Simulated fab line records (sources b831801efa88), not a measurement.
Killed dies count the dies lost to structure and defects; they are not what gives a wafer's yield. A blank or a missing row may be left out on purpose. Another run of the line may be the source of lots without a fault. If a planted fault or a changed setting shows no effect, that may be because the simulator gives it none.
A sampling plan put to the test + flow sfq line + each of the 53 faults these records tell of, on one fab line, judged from the records of the lots it struck
The plan is the line's own looks: the steps of the route at which a gauge or an inspection reads the wafer and doesn't change it. A look can be judged if struck wafers have a number there and the file gives its usual mean and standard deviation on fault-free wafers. Caught: 4 or more of those standard deviations (sigma) separate the usual mean from the mean of the struck wafers at a look after the fault's first step. On the tool: the fault's steps, tested the same way using the tool's own readings. If the struck wafers alone have a blank record, or they carry another recipe, that too counts as caught.

## THE FAULTS, as the simulator had put them in
1. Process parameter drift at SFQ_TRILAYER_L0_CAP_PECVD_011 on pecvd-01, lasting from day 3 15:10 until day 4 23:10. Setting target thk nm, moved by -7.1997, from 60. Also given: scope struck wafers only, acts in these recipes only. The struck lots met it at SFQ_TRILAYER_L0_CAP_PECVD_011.
2. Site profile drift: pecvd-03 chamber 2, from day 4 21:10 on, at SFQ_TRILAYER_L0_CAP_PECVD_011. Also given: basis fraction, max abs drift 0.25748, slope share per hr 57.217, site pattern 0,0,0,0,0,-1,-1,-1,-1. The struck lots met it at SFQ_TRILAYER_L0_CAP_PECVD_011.
3. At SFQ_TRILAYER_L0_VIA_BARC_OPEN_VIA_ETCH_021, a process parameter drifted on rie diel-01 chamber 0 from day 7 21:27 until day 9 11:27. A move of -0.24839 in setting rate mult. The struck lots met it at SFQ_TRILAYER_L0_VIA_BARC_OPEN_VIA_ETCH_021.
4. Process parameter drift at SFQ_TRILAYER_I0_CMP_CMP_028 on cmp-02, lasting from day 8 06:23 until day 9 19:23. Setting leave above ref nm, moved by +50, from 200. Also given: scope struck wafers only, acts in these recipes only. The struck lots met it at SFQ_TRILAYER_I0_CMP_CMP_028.
5. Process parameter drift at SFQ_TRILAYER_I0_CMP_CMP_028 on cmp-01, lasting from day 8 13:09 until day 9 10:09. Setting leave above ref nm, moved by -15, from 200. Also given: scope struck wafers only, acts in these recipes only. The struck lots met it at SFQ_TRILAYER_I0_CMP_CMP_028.
6. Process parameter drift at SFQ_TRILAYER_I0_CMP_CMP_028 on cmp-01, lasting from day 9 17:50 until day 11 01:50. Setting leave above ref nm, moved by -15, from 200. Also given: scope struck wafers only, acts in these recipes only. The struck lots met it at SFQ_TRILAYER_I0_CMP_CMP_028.
7. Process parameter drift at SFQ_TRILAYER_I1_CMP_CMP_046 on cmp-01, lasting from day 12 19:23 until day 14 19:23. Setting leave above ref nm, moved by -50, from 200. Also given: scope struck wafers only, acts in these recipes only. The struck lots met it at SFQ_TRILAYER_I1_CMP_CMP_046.
8. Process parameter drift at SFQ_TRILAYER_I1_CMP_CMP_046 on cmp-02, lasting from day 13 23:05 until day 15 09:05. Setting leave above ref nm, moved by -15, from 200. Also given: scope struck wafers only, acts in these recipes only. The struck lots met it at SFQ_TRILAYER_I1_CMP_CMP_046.
9. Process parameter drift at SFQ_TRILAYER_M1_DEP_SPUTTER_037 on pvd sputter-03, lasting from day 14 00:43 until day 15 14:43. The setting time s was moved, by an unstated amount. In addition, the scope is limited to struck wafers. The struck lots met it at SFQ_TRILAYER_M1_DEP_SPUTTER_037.
10. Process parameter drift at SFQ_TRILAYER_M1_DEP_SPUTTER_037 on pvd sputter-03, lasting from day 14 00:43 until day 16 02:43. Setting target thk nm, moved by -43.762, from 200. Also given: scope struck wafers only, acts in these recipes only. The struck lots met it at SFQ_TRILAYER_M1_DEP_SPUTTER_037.
11. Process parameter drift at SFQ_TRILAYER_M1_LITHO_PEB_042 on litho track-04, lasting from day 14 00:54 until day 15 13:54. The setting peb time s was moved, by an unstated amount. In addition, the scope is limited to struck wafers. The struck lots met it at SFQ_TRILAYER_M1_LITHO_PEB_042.
12. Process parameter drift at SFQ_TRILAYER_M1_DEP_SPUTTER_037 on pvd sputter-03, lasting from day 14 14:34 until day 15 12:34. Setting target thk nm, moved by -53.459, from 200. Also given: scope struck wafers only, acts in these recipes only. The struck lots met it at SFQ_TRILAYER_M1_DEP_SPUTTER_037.
13. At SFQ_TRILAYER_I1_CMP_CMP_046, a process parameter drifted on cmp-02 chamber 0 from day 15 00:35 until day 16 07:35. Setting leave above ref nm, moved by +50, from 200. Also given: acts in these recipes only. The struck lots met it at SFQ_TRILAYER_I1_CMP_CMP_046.
14. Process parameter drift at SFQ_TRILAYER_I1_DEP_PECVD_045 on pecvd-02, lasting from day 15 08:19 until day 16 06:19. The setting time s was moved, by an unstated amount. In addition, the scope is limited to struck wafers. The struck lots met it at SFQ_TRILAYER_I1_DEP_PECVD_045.
15. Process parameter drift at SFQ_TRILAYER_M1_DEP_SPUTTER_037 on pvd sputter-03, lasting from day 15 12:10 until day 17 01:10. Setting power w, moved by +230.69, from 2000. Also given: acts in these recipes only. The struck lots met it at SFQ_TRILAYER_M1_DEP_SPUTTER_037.
16. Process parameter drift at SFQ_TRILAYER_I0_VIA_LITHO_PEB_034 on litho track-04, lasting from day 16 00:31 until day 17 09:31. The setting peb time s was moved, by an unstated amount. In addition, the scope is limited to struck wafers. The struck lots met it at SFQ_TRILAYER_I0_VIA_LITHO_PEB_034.
17. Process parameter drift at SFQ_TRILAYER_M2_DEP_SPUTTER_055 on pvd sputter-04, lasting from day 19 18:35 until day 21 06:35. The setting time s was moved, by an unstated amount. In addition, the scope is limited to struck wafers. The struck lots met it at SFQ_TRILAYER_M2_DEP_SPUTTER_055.
18. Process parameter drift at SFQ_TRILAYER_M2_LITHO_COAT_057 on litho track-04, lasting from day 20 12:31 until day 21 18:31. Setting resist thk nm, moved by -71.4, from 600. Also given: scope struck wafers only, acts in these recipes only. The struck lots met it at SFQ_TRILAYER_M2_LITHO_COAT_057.
19. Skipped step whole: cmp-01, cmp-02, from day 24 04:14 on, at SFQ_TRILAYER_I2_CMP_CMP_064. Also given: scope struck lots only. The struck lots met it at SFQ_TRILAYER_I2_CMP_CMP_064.
20. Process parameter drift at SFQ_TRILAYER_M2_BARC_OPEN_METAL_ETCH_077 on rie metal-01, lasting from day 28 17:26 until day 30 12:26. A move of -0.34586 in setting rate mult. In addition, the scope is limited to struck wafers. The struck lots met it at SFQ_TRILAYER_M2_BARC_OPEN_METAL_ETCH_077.
21. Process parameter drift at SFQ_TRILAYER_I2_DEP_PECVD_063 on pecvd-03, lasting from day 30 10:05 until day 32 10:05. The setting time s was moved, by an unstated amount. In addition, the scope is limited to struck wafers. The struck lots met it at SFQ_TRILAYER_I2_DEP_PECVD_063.
22. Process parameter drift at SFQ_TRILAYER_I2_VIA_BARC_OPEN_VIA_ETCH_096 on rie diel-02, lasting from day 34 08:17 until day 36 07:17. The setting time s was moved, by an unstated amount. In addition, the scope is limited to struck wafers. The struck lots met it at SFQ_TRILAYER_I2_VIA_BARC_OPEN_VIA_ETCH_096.
23. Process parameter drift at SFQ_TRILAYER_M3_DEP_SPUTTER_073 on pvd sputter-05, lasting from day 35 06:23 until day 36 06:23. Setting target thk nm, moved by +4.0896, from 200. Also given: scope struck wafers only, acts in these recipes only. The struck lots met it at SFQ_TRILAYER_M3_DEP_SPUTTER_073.
24. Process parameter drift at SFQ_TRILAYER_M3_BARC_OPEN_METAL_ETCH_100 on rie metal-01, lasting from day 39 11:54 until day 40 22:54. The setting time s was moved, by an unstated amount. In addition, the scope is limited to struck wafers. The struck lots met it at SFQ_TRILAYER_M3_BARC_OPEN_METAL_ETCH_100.
25. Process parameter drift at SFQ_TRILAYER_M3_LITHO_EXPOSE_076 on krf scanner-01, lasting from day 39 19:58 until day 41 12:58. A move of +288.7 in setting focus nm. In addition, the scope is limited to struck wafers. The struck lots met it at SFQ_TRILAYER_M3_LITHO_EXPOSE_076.
26. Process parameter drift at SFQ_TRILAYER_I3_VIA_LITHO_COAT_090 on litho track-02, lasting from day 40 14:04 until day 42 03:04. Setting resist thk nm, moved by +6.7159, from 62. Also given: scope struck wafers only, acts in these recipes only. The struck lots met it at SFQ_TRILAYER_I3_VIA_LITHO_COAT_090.
27. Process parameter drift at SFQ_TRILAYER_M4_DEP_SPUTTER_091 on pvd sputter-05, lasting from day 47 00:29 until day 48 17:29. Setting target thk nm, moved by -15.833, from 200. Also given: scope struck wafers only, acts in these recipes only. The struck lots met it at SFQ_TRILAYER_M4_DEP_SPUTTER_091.
28. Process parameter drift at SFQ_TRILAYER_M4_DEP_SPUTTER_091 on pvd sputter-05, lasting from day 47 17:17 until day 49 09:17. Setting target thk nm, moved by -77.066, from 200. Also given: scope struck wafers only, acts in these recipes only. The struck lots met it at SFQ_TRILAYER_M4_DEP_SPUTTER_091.
29. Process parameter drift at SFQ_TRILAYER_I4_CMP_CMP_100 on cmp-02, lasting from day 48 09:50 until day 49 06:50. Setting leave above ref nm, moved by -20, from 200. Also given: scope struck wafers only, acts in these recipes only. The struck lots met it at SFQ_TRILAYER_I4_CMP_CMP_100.
30. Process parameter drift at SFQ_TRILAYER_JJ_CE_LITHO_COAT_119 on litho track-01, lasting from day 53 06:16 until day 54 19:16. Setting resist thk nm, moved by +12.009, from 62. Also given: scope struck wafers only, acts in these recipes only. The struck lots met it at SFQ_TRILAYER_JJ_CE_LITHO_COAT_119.
31. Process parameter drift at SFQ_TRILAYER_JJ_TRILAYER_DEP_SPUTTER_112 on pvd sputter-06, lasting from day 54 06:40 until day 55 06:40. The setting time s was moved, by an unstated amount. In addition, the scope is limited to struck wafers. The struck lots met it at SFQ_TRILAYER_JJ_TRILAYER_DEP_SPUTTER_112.
32. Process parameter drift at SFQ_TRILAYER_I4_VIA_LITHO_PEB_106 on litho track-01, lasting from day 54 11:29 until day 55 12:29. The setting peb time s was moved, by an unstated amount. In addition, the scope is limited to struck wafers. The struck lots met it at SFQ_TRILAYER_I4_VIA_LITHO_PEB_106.
33. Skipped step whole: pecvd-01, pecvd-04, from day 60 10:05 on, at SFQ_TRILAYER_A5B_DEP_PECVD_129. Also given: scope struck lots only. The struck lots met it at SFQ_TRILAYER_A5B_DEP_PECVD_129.
34. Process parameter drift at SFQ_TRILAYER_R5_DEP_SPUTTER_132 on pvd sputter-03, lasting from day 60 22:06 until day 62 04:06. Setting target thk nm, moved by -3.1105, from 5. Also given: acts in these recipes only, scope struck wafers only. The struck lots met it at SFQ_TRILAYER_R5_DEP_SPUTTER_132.
35. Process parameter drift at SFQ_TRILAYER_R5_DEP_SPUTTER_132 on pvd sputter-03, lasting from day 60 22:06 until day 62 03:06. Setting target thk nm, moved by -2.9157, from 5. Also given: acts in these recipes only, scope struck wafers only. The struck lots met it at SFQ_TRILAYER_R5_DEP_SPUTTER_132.
36. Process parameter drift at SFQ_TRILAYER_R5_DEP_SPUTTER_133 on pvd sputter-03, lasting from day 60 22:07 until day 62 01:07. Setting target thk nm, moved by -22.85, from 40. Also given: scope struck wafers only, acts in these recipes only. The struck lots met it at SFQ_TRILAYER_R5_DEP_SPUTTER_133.
37. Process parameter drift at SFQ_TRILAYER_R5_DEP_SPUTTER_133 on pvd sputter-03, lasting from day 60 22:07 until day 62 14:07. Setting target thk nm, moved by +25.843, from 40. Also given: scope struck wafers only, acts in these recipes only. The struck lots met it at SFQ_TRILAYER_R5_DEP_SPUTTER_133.
38. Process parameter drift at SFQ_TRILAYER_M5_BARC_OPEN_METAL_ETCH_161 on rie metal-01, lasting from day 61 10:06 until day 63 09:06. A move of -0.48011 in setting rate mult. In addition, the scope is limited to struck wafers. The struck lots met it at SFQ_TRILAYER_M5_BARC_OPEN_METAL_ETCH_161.
39. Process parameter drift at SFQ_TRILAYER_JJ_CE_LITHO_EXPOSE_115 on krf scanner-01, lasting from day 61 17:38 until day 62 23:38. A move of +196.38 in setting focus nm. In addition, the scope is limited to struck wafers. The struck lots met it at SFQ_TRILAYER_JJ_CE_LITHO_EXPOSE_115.
40. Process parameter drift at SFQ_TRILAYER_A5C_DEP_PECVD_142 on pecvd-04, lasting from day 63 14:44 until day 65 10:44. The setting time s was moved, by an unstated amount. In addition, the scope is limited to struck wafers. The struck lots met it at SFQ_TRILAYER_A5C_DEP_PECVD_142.
41. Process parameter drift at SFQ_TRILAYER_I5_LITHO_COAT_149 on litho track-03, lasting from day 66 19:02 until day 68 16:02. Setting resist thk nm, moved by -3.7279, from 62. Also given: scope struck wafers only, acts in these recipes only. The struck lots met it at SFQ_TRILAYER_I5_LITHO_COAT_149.
42. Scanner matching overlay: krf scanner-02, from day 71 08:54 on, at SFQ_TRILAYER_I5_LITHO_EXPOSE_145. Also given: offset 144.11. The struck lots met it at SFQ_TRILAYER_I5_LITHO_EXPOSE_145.
43. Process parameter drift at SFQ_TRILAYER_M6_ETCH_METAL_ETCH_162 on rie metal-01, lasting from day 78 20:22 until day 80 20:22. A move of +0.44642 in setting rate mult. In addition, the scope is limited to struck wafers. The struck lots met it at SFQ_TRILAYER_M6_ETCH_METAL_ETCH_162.
44. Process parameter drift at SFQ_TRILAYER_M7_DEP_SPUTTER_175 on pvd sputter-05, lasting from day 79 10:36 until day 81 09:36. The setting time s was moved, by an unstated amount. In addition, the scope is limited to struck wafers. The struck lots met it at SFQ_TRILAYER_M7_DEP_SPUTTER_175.
45. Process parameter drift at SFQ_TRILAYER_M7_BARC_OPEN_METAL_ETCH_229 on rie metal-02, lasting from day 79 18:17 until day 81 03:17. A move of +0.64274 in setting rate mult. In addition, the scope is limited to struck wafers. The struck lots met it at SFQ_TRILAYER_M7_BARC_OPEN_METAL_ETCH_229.
46. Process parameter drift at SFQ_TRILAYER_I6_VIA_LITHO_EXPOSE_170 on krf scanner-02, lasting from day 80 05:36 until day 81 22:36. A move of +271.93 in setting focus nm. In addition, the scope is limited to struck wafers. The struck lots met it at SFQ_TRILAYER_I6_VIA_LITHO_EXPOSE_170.
47. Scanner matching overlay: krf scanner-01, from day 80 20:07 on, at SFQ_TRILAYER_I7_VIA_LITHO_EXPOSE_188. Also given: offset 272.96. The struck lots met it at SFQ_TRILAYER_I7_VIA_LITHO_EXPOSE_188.
48. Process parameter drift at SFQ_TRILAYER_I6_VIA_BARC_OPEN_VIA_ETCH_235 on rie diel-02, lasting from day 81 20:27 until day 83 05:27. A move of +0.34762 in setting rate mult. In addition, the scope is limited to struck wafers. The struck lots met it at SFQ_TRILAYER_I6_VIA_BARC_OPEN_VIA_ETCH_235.
49. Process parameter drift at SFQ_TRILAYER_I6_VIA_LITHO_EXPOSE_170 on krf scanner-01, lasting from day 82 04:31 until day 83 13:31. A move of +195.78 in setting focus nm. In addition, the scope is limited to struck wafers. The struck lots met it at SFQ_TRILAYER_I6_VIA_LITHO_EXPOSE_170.
50. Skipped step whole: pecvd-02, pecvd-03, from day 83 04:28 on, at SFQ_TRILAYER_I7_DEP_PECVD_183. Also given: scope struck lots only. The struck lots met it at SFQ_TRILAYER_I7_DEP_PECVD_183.
51. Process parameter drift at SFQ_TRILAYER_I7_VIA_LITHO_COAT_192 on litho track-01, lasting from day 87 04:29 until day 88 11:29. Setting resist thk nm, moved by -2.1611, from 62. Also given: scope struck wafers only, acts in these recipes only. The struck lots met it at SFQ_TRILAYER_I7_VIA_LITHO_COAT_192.
52. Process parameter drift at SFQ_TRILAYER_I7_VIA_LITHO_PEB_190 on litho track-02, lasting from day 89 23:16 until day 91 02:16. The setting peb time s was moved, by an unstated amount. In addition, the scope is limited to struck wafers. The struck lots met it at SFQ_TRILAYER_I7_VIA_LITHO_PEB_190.
53. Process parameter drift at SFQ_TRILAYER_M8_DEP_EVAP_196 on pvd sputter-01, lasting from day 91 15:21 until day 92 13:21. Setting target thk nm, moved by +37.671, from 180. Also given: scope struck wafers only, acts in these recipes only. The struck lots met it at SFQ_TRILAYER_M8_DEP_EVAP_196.

## WHAT THE PLAN SAW
| fault | on the tool itself                               | first look that catches it                      | reading, sigma           | median hours from its first step to that look | hours from the fault's start to the first struck lot there | judged looks passed uncaught |
|-------|--------------------------------------------------|-------------------------------------------------|--------------------------|-----------------------------------------------|------------------------------------------------------------|------------------------------|
| 1     | under 2 sigma                                    | none of the 2 looks that can be judged after it | -                        | -                                             | -                                                          | 2                            |
| 2     | under 2 sigma                                    | no look after it can be judged                  | -                        | -                                             | -                                                          | 0                            |
| 3     | under 2 sigma                                    | no look after it can be judged                  | -                        | -                                             | -                                                          | 0                            |
| 4     | time to endpoint s -4.4 sigma                    | not the one look that can be judged after it    | -                        | -                                             | -                                                          | 1                            |
| 5     | under 2 sigma                                    | no look after it can be judged                  | -                        | -                                             | -                                                          | 0                            |
| 6     | under 2 sigma                                    | no look after it can be judged                  | -                        | -                                             | -                                                          | 0                            |
| 7     | time to endpoint s +6.3 sigma                    | no look after it can be judged                  | -                        | -                                             | -                                                          | 0                            |
| 8     | under 2 sigma                                    | no look after it can be judged                  | -                        | -                                             | -                                                          | 0                            |
| 9     | under 2 sigma                                    | SFQ_M1_RS_MEAS_909                              | M1_NB_RS -15             | 0.1                                           | 26                                                         | 0                            |
| 10    | under 2 sigma                                    | SFQ_M1_RS_MEAS_909                              | M1_NB_RS +26             | 0.1                                           | 2                                                          | 0                            |
| 11    | no reading that can be judged                    | not the one look that can be judged after it    | -                        | -                                             | -                                                          | 1                            |
| 12    | under 2 sigma                                    | SFQ_M1_RS_MEAS_909                              | M1_NB_RS +34             | 0.1                                           | 18                                                         | 0                            |
| 13    | time to endpoint s -4.8 sigma                    | not the one look that can be judged after it    | -                        | -                                             | -                                                          | 1                            |
| 14    | run length s -10 sigma                           | not the one look that can be judged after it    | -                        | -                                             | -                                                          | 1                            |
| 15    | cathode dc power W +99 or beyond sigma           | SFQ_M1_RS_MEAS_909                              | M1_NB_RS -9.2            | 0.1                                           | 4                                                          | 0                            |
| 16    | no reading that can be judged                    | not the one look that can be judged after it    | -                        | -                                             | -                                                          | 1                            |
| 17    | under 2 sigma                                    | SFQ_M2_RS_MEAS_914                              | M2_NB_RS +99 or beyond   | 0.2                                           | 16                                                         | 0                            |
| 18    | no reading that can be judged                    | not the one look that can be judged after it    | -                        | -                                             | -                                                          | 1                            |
| 19    | the tool's record is blank for the struck wafers | no look after it can be judged                  | -                        | -                                             | -                                                          | 0                            |
| 20    | under 2 sigma                                    | no look after it can be judged                  | -                        | -                                             | -                                                          | 0                            |
| 21    | run length s +30 sigma                           | no look after it can be judged                  | -                        | -                                             | -                                                          | 0                            |
| 22    | run length s +26 sigma                           | no look after it can be judged                  | -                        | -                                             | -                                                          | 0                            |
| 23    | under 2 sigma                                    | none of the 5 looks that can be judged after it | -                        | -                                             | -                                                          | 5                            |
| 24    | oes product au +12 sigma                         | no look after it can be judged                  | -                        | -                                             | -                                                          | 0                            |
| 25    | under 2 sigma                                    | none of the 5 looks that can be judged after it | -                        | -                                             | -                                                          | 5                            |
| 26    | under 2 sigma                                    | none of the 2 looks that can be judged after it | -                        | -                                             | -                                                          | 2                            |
| 27    | only faintly: throttle valve pct +2.8 sigma      | SFQ_M4_RS_MEAS_924                              | M4_NB_RS +7.6            | 0.1                                           | 8                                                          | 0                            |
| 28    | under 2 sigma                                    | SFQ_M4_RS_MEAS_924                              | M4_NB_RS +51             | 0.1                                           | 9                                                          | 0                            |
| 29    | under 2 sigma                                    | no look after it can be judged                  | -                        | -                                             | -                                                          | 0                            |
| 30    | under 2 sigma                                    | no look after it can be judged                  | -                        | -                                             | -                                                          | 0                            |
| 31    | under 2 sigma                                    | SFQ_JJ_RS_MEAS_929                              | JJ_NB_RS -8.4            | 0.1                                           | 4                                                          | 0                            |
| 32    | heater power total W +21 sigma                   | not the one look that can be judged after it    | -                        | -                                             | -                                                          | 1                            |
| 33    | the tool's record is blank for the struck wafers | none of the 5 looks that can be judged after it | -                        | -                                             | -                                                          | 5                            |
| 34    | under 2 sigma                                    | SFQ_R5_RS_MEAS_933                              | R5_MONX_RS +4.1          | 0.1                                           | 23                                                         | 0                            |
| 35    | under 2 sigma                                    | SFQ_R5_RS_MEAS_933                              | R5_MONX_RS +4.1          | 0.1                                           | 23                                                         | 0                            |
| 36    | under 2 sigma                                    | SFQ_R5_RS_MEAS_933                              | R5_MONX_RS +99 or beyond | 0.1                                           | 5                                                          | 0                            |
| 37    | under 2 sigma                                    | SFQ_R5_RS_MEAS_933                              | R5_MONX_RS -36           | 0.1                                           | 5                                                          | 0                            |
| 38    | under 2 sigma                                    | no look after it can be judged                  | -                        | -                                             | -                                                          | 0                            |
| 39    | no reading that can be judged                    | no look after it can be judged                  | -                        | -                                             | -                                                          | 0                            |
| 40    | under 2 sigma                                    | no look after it can be judged                  | -                        | -                                             | -                                                          | 0                            |
| 41    | no reading that can be judged                    | not the one look that can be judged after it    | -                        | -                                             | -                                                          | 1                            |
| 42    | no reading that can be judged                    | SFQ_I5_OVL_MEAS_936                             | I5_OVL +29               | 1.5                                           | 6                                                          | 0                            |
| 43    | only faintly: chamber pressure mTorr -2.2 sigma  | no look after it can be judged                  | -                        | -                                             | -                                                          | 0                            |
| 44    | under 2 sigma                                    | SFQ_M7_RS_MEAS_943                              | M7_NB_RS -6.2            | 0.1                                           | 15                                                         | 0                            |
| 45    | under 2 sigma                                    | no look after it can be judged                  | -                        | -                                             | -                                                          | 0                            |
| 46    | under 2 sigma                                    | not the one look that can be judged after it    | -                        | -                                             | -                                                          | 1                            |
| 47    | under 2 sigma                                    | SFQ_I7_OVL_MEAS_947                             | I7_OVL +45               | 1.4                                           | 1                                                          | 0                            |
| 48    | under 2 sigma                                    | no look after it can be judged                  | -                        | -                                             | -                                                          | 0                            |
| 49    | no reading that can be judged                    | not the one look that can be judged after it    | -                        | -                                             | -                                                          | 1                            |
| 50    | the tool's record is blank for the struck wafers | no look after it can be judged                  | -                        | -                                             | -                                                          | 0                            |
| 51    | only faintly: spin speed rpm -2.7 sigma          | not the one look that can be judged after it    | -                        | -                                             | -                                                          | 1                            |
| 52    | heater power total W +99 or beyond sigma         | not the one look that can be judged after it    | -                        | -                                             | -                                                          | 1                            |
| 53    | no reading that can be judged                    | SFQ_M8_RS_MEAS_949                              | M8_AU_RS -14             | 0.5                                           | 2                                                          | 0                            |
A dash: the fault is not caught, or the number is missing from these records.

Caught at a look: 16 of 53. Caught on the tool: 13 of 53. By one or the other: 28 of 53.
Caught on the tool alone: faults 4, 7, 13, 14, 19, 21, 22, 24, 32, 33, 50, 52.
Caught at a look alone: faults 9, 10, 12, 17, 27, 28, 31, 34, 35, 36, 37, 42, 44, 47, 53.
Caught by neither: faults 1, 2, 3, 5, 6, 8, 11, 16, 18, 20, 23, 25, 26, 29, 30, 38, 39, 40, 41, 43, 45, 46, 48, 49, 51.

## THINNER SAMPLING
Were the look that catches a fault to measure just every second or every third lot (counted by lot number), the first struck lot would, at worst, be measured this late:
| fault | struck lots at that look, in order of time | every lot | every second lot | every third lot |
|-------|--------------------------------------------|-----------|------------------|-----------------|
| 9     | L410, L411                                 | 26 h      | 32 h             | may miss all 2  |
| 10    | L762, L764, L765                           | 2 h       | 32 h             | may miss all 3  |
| 12    | L243                                       | 18 h      | may miss it      | may miss it     |
| 15    | L528, L530, L532                           | 4 h       | may miss all 3   | 32 h            |
| 17    | L338                                       | 16 h      | may miss it      | may miss it     |
| 27    | L653                                       | 8 h       | may miss it      | may miss it     |
| 28    | L682, L683, L685                           | 9 h       | 17 h             | may miss all 3  |
| 31    | L647                                       | 4 h       | may miss it      | may miss it     |
| 34    | L489                                       | 23 h      | may miss it      | may miss it     |
| 35    | L479                                       | 23 h      | may miss it      | may miss it     |
| 36    | L260, L261                                 | 5 h       | 23 h             | may miss all 2  |
| 37    | L999, L100                                 | 5 h       | 23 h             | may miss all 2  |
| 42    | L442, L443, L445, L444                     | 6 h       | 26 h             | 31 h            |
| 44    | L273, L276                                 | 15 h      | 22 h             | may miss all 2  |
| 47    | L394, L395, L396, L397                     | 1 h       | 2 h              | 4 h             |
| 53    | L680, L682, L684                           | 2 h       | may miss all 3   | 7 h             |
Hours: fault start to first struck lot measured. Since the struck wafers were tested as one group against 4 sigma, a single lot by itself may lie under the limit. Other struck lots may not be in these records.

## THE LONGEST TIMED WAY FROM STEP TO LOOK
For fault 42, SFQ_TRILAYER_I5_LITHO_EXPOSE_145 and SFQ_I5_OVL_MEAS_936 are separated by a median of 1.5 hours. No look between them can be judged.
